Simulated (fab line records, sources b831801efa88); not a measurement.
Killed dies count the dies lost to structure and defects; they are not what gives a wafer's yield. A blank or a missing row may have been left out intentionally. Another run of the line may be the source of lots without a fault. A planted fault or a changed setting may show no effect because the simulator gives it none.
Problem report, 8D (eight disciplines) form, completed by code ; flow sky130 ; the parts of the form that need people (team, actions taken, sign-off) are left out

## 1. THE ISSUE
Wafers without a fault read 0.855 a.u., standard deviation 0.0045; oesProductAu at SKY_LOCAL_INTERCONNECT_ETCH_13 reads a mean of 0.831 a.u. on 3 wafers belonging to 2 lots. Measured from the usual mean, that is -5.4 standard deviations.
The step: etches BARC in N2/H2, stops on SiO2, time 45.9 s, target depth 60 nm.
First seen on wafer L732.2, day 35 19:25, on rieMetal-02. At this step, 16 wafers from 6 lots have a number in the record. By rule, "out" or "out of limits" means more than 4 standard deviations away from the usual mean. All remaining wafers that have a number are taken as sound.

## 2. WHAT IT IS AND WHAT IT IS NOT
question;is;is not
which readings at this step;oesProductAu;drypumpMotorCurrentA, h2FlowSccm, throttleValvePct
which lots;L732, L735;L721, L722, L738, L739
which wafers of those lots;L732.2, L732.5, L735.2;L735.1
read on which tools;rieMetal-02;rieMetal-01, rieMetal-04
when;from day 35 19:25;"up to then (6 sound wafers); but 7 sound wafers of L735, L738, L739 came after"

## 3. WHAT RULES OUT EACH SUSPECT
Counting: a tool at a process step up to the reading stays a suspect if it ran every lot that is out. Sound lots after the first of them don't rule it out here, since some wafers of a struck lot are sound.
- rieMetal-02 at SKY_LOCAL_INTERCONNECT_ETCH_13 (etches BARC in N2/H2, stops on SiO2, time 45.9 s, target depth 60 nm): kept. Ran every lot that is out, first one L732 (day 35 19:25); last sound lot up to then L721 (day 31 21:50). On those wafers its own readings are out: oesProductAu.
After counting, what remains is rieMetal-02 at SKY_LOCAL_INTERCONNECT_ETCH_13.

## 4. THE CAUSE (what the simulator had put in)
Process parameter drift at SKY_LOCAL_INTERCONNECT_ETCH_13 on rieMetal-02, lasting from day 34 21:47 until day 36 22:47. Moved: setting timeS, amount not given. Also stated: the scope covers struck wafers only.
After counting, this tool was the only one left.

## 5. THE EFFECT CHAIN, in route order
Rows list readings where the struck wafers' mean (over those with a number) sits beyond 3 standard deviations from the usual. Scope: only readings with a usual standard deviation given in the record; hours: median across lots of the time from each lot's start at the first step in this table that gives one to its start at this step; sigmas: change in usual standard deviations.
hours;step;reading;usual;on struck wafers;change;sigmas
0;SKY_LOCAL_INTERCONNECT_ETCH_13;oesProductAu;0.855 a.u.;0.831;-0.024;-5.4
0;SKY_LOCAL_INTERCONNECT_ETCH_13;runLengthS;74.3 s;76.7;+2.4;+3.5
It contains these process steps:
- SKY_LOCAL_INTERCONNECT_ETCH_13: etches BARC in N2/H2, stops on SiO2, time 45.9 s, target depth 60 nm.

## 6. HOW IT WOULD HAVE BEEN CAUGHT EARLIER
First out-of-limits reading in this record: day 35 19:25, which is 22 hours after fault onset at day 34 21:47.
